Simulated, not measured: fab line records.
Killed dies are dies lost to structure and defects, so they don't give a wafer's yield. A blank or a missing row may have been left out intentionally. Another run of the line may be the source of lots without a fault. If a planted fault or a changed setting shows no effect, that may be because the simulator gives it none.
Chamber matching / flow gf180mcu / GF_V4_CMP_26 on cmp-02: 4 sister chambers
The step polishes, stops on SiO2, t overpolish 15 s, target thk 0 nm. 16 wafers are shown with their chamber, then 8 later ones without.

## WAFERS, EACH WITH ITS CHAMBER
wafer=L713.4; chamber=2; motor-current-A (A)=10.2; time-to-endpoint-s (s)=90; overpolish-run-s (s)=15.024
wafer=L713.5; chamber=1; motor-current-A (A)=11.8; time-to-endpoint-s (s)=83; overpolish-run-s (s)=14.999
wafer=L713.6; chamber=2; motor-current-A (A)=10.3; time-to-endpoint-s (s)=91; overpolish-run-s (s)=14.991
wafer=L714.4; chamber=3; motor-current-A (A)=8.0; time-to-endpoint-s (s)=80; overpolish-run-s (s)=14.999
wafer=L714.5; chamber=0; motor-current-A (A)=13.7; time-to-endpoint-s (s)=91; overpolish-run-s (s)=14.995
wafer=L714.6; chamber=1; motor-current-A (A)=12.7; time-to-endpoint-s (s)=84; overpolish-run-s (s)=15.012
wafer=L715.2; chamber=0; motor-current-A (A)=13.7; time-to-endpoint-s (s)=82; overpolish-run-s (s)=14.999
wafer=L715.3; chamber=3; motor-current-A (A)=8.3; time-to-endpoint-s (s)=82; overpolish-run-s (s)=14.994
wafer=L715.6; chamber=1; motor-current-A (A)=12.7; time-to-endpoint-s (s)=85; overpolish-run-s (s)=15.003
wafer=L716.1; chamber=1; motor-current-A (A)=12.8; time-to-endpoint-s (s)=84; overpolish-run-s (s)=15.003
wafer=L716.2; chamber=3; motor-current-A (A)=8.3; time-to-endpoint-s (s)=83; overpolish-run-s (s)=15.009
wafer=L716.6; chamber=1; motor-current-A (A)=12.0; time-to-endpoint-s (s)=87; overpolish-run-s (s)=15.014
wafer=L717.1; chamber=2; motor-current-A (A)=10.7; time-to-endpoint-s (s)=89; overpolish-run-s (s)=15.006
wafer=L717.2; chamber=0; motor-current-A (A)=12.9; time-to-endpoint-s (s)=88; overpolish-run-s (s)=15.011
wafer=L717.5; chamber=3; motor-current-A (A)=8.4; time-to-endpoint-s (s)=79; overpolish-run-s (s)=14.989
wafer=L718.1; chamber=0; motor-current-A (A)=13.0; time-to-endpoint-s (s)=82; overpolish-run-s (s)=15.001

SIGNATURES, as means of the wafers listed above
reading=motor-current-A; chamber 0=13.325; chamber 1=12.400; chamber 2=10.400; chamber 3=8.250; scatter within a chamber=0.372
reading=time-to-endpoint-s; chamber 0=85.75; chamber 1=84.60; chamber 2=90.00; chamber 3=81.00; scatter within a chamber=2.61
reading=overpolish-run-s; chamber 0=15.00150; chamber 1=15.00620; chamber 2=15.00700; chamber 3=14.99775; scatter within a chamber=0.00945
Rule: for a wafer and a chamber, the distance is found by dividing, reading by reading, the gap between the wafer's reading and the chamber's mean by the reading's scatter, squaring, summing and taking the root. If the next closest chamber is less than 2 further off than the closest, the wafer can't be placed; otherwise it belongs to the closest. The scatter is the square root of a quotient: the sum, over the shown wafers, of each reading's squared deviation from its chamber's mean, divided by wafers minus chambers.

## WAFERS MISSING THEIR CHAMBER
wafer=L718.2; motor-current-A (A)=10.4; time-to-endpoint-s (s)=83; overpolish-run-s (s)=15.004
wafer=L718.4; motor-current-A (A)=12.8; time-to-endpoint-s (s)=79; overpolish-run-s (s)=15.001
wafer=L721.2; motor-current-A (A)=12.4; time-to-endpoint-s (s)=85; overpolish-run-s (s)=15.000
wafer=L721.4; motor-current-A (A)=8.6; time-to-endpoint-s (s)=79; overpolish-run-s (s)=14.996
wafer=L721.5; motor-current-A (A)=8.3; time-to-endpoint-s (s)=78; overpolish-run-s (s)=14.995
wafer=L722.2; motor-current-A (A)=13.3; time-to-endpoint-s (s)=85; overpolish-run-s (s)=15.002
wafer=L722.4; motor-current-A (A)=10.2; time-to-endpoint-s (s)=90; overpolish-run-s (s)=14.999
wafer=L722.5; motor-current-A (A)=9.8; time-to-endpoint-s (s)=92; overpolish-run-s (s)=14.993

## WHICH CHAMBER EACH ONE RAN IN
wafer=L718.2; from the rows above=2; in truth=2
wafer=L718.4; from the rows above=can't be placed: 1 or 0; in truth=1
wafer=L721.2; from the rows above=can't be placed: 1 or 0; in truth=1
wafer=L721.4; from the rows above=3; in truth=3
wafer=L721.5; from the rows above=3; in truth=3
wafer=L722.2; from the rows above=0; in truth=0
wafer=L722.4; from the rows above=2; in truth=2
wafer=L722.5; from the rows above=2; in truth=2
Correctly placed: 6 of 8. From these rows, 2 cannot be placed; in 2 the true chamber is one of the candidates. Wrongly placed: 0.
